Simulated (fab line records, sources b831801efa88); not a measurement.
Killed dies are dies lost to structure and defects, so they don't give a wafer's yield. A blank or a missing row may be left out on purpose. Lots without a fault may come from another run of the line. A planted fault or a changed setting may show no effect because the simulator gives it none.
A struck lot beside a sound one | flow gf180mcu | 17 steps out of a route of 602
Sound: wafers L188.1, L188.5, L188.6. Struck: wafer L201.6. (L201.3 of the same lot was not struck and is left out.) The cause comes at the end.
At each step with rows: each side's tool, then ch and its chambers, then its first start. Under that, the readings that differ: sound wafers | struck wafers | difference of the means | sigmas: that difference in standard deviations of wafers without a fault.
alike: readings whose means differ by less than 2 such deviations, and words and numbers that are the same on both sides. not compared: withheld readings, readings that some wafer has no value for, bounds like >300 that may hide the same value, and numbers for which the record gives no deviation and whose values overlap.
The two part at a step that has a row with sigmas, a row that says differs or no value, or rows on one side only. Numbers that don't overlap but have no deviation are shown without sigmas and don't part them. A reading that every wafer of one side lacks parts them only if that side has two wafers or more.

first, 4 steps without rows for these wafers: GF_M4_SOFTBAKE_10 (time 60 s); GF_M4_EXPOSE_11 (exposes mask Metal4, target cd 280 nm); GF_M4_PEB_12 (peb time 90 s); GF_M4_DEVELOP_13 (develop time 60 s).
GF_M4_CD_MEAS_14: target cd 280 nm.
  sound on cd_sem-01, day 24 21:07; struck on cd_sem-01, day 29 10:51
  alike: cd_nm
GF_M4_OVL_MEAS_15:
  sound on overlay-01, day 24 21:14; struck on overlay-01, day 29 10:56
  alike: M4_OVL
GF_M4_METAL_ETCH_16: etches the open film in Cl2/BCl3, stops on SiO2, target depth 750.8 nm, time 125.1 s.
  sound on rie_metal-01 ch 0,1, day 24 21:16; struck on rie_metal-01 ch 0, day 29 11:01
  alike: drypump_motor_current_A, oes_product_au, throttle_valve_pct
  not compared: rf_hours_counter_h
GF_M4_STRIP_17: strips in O2/N2.
  sound on plasma_asher-02 ch 0,1, day 24 21:24; struck on plasma_asher-02 ch 1, day 29 11:07
  alike: drypump_motor_current_A, heater_power_w, o2_flow_sccm, oes_product_au, strip_time_to_endpoint_s
  not compared: rf_hours_counter_h
then, 3 steps without rows for these wafers: GF_M4_STRIP_18 (strips in post etch residue remover, time 1200 s); GF_M4_CLEAN_19 (cleans in DIW); GF_V4_CVD_00 (deposits SiO2, target thk 600 nm, time 100 s).
GF_V4_THK_MEAS_01:
  sound on film_metro-01, day 24 22:00; struck on film_metro-01, day 29 11:43
  alike: V4_CVD_00_THK
GF_V4_CVD_02: deposits SiO2 from TEOS, target thk 850 nm, time 94.851 s.
  sound on pecvd-04 ch 0,2, day 24 22:04; struck on pecvd-04 ch 1, day 29 11:46
  reading                             | sound             | struck | difference | sigmas
  model.SiO2_of_V4_CVD_02.thk_nm (nm) | 842.1 863.7 841.7 | 758.1  | -91.1      |
  alike: heater_power_w
GF_V4_THK_MEAS_03:
  sound on film_metro-03, day 24 22:08; struck on film_metro-04, day 29 11:51
  reading            | sound       | struck | difference | sigmas
  V4_CVD_02_THK (nm) | 842 864 842 | 758    | -91        | -8
GF_V4_CMP_04: polishes SiO2.
  sound on cmp-02 ch 1,2,3, day 24 22:20; struck on cmp-02 ch 2, day 29 11:53
  reading                | sound    | struck | difference | sigmas
  time_to_endpoint_s (s) | 72 76 78 | 45     | -30        | -5
  alike: motor_current_A, slurry_flow_ml_min
GF_V4_BOW_MEAS_05:
  sound on film_metro-01, day 24 22:29; struck on film_metro-04, day 29 12:14
  alike: V4_BOW
-- the record jumps here: 5 days lie between the struck wafers' starts before and after (it left off in module V4 and takes up again in module PASSIVATION, whose first step shown is number 602 of the route) --
GF_PASSIVATION_PROBE_99:
  the record has rows for the struck wafers here (prober-01, day 34 03:58) and none for the sound ones

WHERE THEY PART
First at GF_V4_THK_MEAS_03; last, within this record, at GF_PASSIVATION_PROBE_99.

WHY: what the simulator had put in
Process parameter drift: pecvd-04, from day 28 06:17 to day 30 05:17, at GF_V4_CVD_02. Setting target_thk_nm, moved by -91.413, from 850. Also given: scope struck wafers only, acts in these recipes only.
